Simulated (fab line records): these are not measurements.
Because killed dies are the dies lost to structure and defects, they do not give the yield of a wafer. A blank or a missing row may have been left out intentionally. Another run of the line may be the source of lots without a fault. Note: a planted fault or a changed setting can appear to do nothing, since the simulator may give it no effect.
Lot-split experiment -- flow sfq line -- route with 325 steps; 5 lots, 27 wafers read

== ON THE SPLIT ==
At SFQ_TRILAYER_I4_VIA_BARC_OPEN_VIA_ETCH_146 (etches BARC in O2, target depth 125 nm, time 41.7 s), the setting time s was moved away from the recipe's 41.7 s on 12 of the 27 wafers read, by -49.1% to +40.7%. For the rest of the wafers, this setting stayed at what the recipe calls for.

The reading comes from the split's own step.

== THE READING ==
KrF_of_TRILAYER_I4_VIA_LITHO_COAT_103.thk nm (the simulator's own value, which no gauge read), in nm, at SFQ_TRILAYER_I4_VIA_BARC_OPEN_VIA_ETCH_146 (etches BARC in O2, target depth 125 nm, time 41.7 s). There is no usual value for it anywhere in the file. Average 573.2 nm, standard deviation 1.4 nm, over the 15 wafers here run with the recipe.

wafer,"tool, chamber at the split","time s as run, s",against the recipe,"KrF_of_TRILAYER_I4_VIA_LITHO_COAT_103.thk nm, nm",against lot-mates on the recipe
L077.1,"rie diel-01, 0",41.7,recipe,571.6,-
L077.2,"rie diel-01, 1",41.7,recipe,570.1,-
L077.3,"rie diel-01, 3",41.7,recipe,571.6,-
L078.1,"rie diel-03, 3",41.7,recipe,575.1,-
L078.2,"rie diel-03, 0",29.72,-28.7%,588.9,+14.0
L078.3,"rie diel-03, 1",41.7,recipe,575.3,-
L078.4,"rie diel-03, 2",29.72,-28.7%,588.7,+13.8
L078.5,"rie diel-03, 1",41.7,recipe,574.2,-
L078.6,"rie diel-03, 0",29.72,-28.7%,589.9,+15.0
L079.1,"rie diel-01, 3",41.7,recipe,573.8,-
L079.2,"rie diel-01, 2",58.69,+40.7%,550.8,-22.4
L079.3,"rie diel-01, 0",41.7,recipe,572,-
L079.4,"rie diel-01, 1",58.69,+40.7%,550.3,-22.9
L079.5,"rie diel-01, 1",58.69,+40.7%,552.7,-20.5
L079.6,"rie diel-01, 0",41.7,recipe,573.8,-
L081.1,"rie diel-02, 1",21.24,-49.1%,597.9,+24.8
L081.2,"rie diel-02, 2",21.24,-49.1%,600.6,+27.5
L081.3,"rie diel-02, 3",41.7,recipe,573.6,-
L081.4,"rie diel-02, 0",41.7,recipe,573.3,-
L081.5,"rie diel-02, 3",21.24,-49.1%,597,+23.9
L081.6,"rie diel-02, 2",41.7,recipe,572.3,-
L082.1,"rie diel-03, 2",41.7,recipe,574.1,-
L082.2,"rie diel-03, 0",41.7,recipe,573.7,-
L082.3,"rie diel-03, 1",57.08,+36.9%,554.8,-19.0
L082.4,"rie diel-03, 3",57.08,+36.9%,554.4,-19.4
L082.5,"rie diel-03, 3",57.08,+36.9%,555.8,-18.0
L082.6,"rie diel-03, 2",41.7,recipe,573.5,-

FIT RESULTS
A straight line over all 27 wafers: KrF_of_TRILAYER_I4_VIA_LITHO_COAT_103.thk nm changes by -0.522 nm for each +1% of time s; r = -1.00; the points scatter about the line by 1.4 nm.
The same after taking each lot's own level away (the mean of its wafers on the recipe; 27 wafers): -0.519 nm for each +1%; r = -1.00; scatter 0.91 nm.
That fit puts the effect of the largest move of time s on the reading at 25 nm.
Measured against the standard deviation above, the lots' own levels, which go from 571.10 to 574.87 nm, span 2.8 times it.
The two slopes are in agreement: the lot-to-lot level therefore moves the slope only a little.
Check: +25.4 nm against its lot-mates is what the line predicts for one of the wafers moved furthest among these (-49.1%) when that wafer is left out of the fit. It came out at +24.8 nm against them.
Tool readings at the split's step, against how far the setting was moved: oes product au r = -0.88.

== OTHER SPLITS APPLIED TO THESE WAFERS ==
Before the reading, these wafers also passed through other splits. Each is held against what the fit with the lots' levels taken away leaves over:
other split on the same wafers,wafers away from the commonest value,r with KrF_of_TRILAYER_I4_VIA_LITHO_COAT_103.thk nm (lot level and that fit taken away)
SFQ_TRILAYER_INCOMING_OXIDATION_002 ox time s,6,+0.17
SFQ_TRILAYER_M1_DEP_SPUTTER_037 time s,9,-0.26
SFQ_TRILAYER_M1_BARC_OPEN_METAL_ETCH_054 time s,12,-0.27
SFQ_TRILAYER_I3_DEP_PECVD_081 time s,12,+0.11
SFQ_TRILAYER_M4_ETCH_METAL_ETCH_096 time s,12,-0.02

== THE WHOLE CHAIN: every reading that the file lists as answering this split, in the file's order ==
step,what it does,reading,change (the file's fit),r (the file's)
SFQ_TRILAYER_I4_VIA_BARC_OPEN_VIA_ETCH_146,"etches BARC in O2, target depth 125 nm, time 41.7 s",oes product au,"not straight: 0.972 at the lowest setting, 0.686 at the recipe, 0.648 at the highest",not given
SFQ_TRILAYER_I4_VIA_BARC_OPEN_VIA_ETCH_146,"etches BARC in O2, target depth 125 nm, time 41.7 s","KrF_of_TRILAYER_I4_VIA_LITHO_COAT_103.thk nm (the simulator's own value, which no gauge read)",-0.519 nm for each +1% of the setting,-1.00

== THE FILE'S OWN FIT ==
KrF_of_TRILAYER_I4_VIA_LITHO_COAT_103.thk nm changes by -0.519 nm for each +1% of time s, r = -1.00.
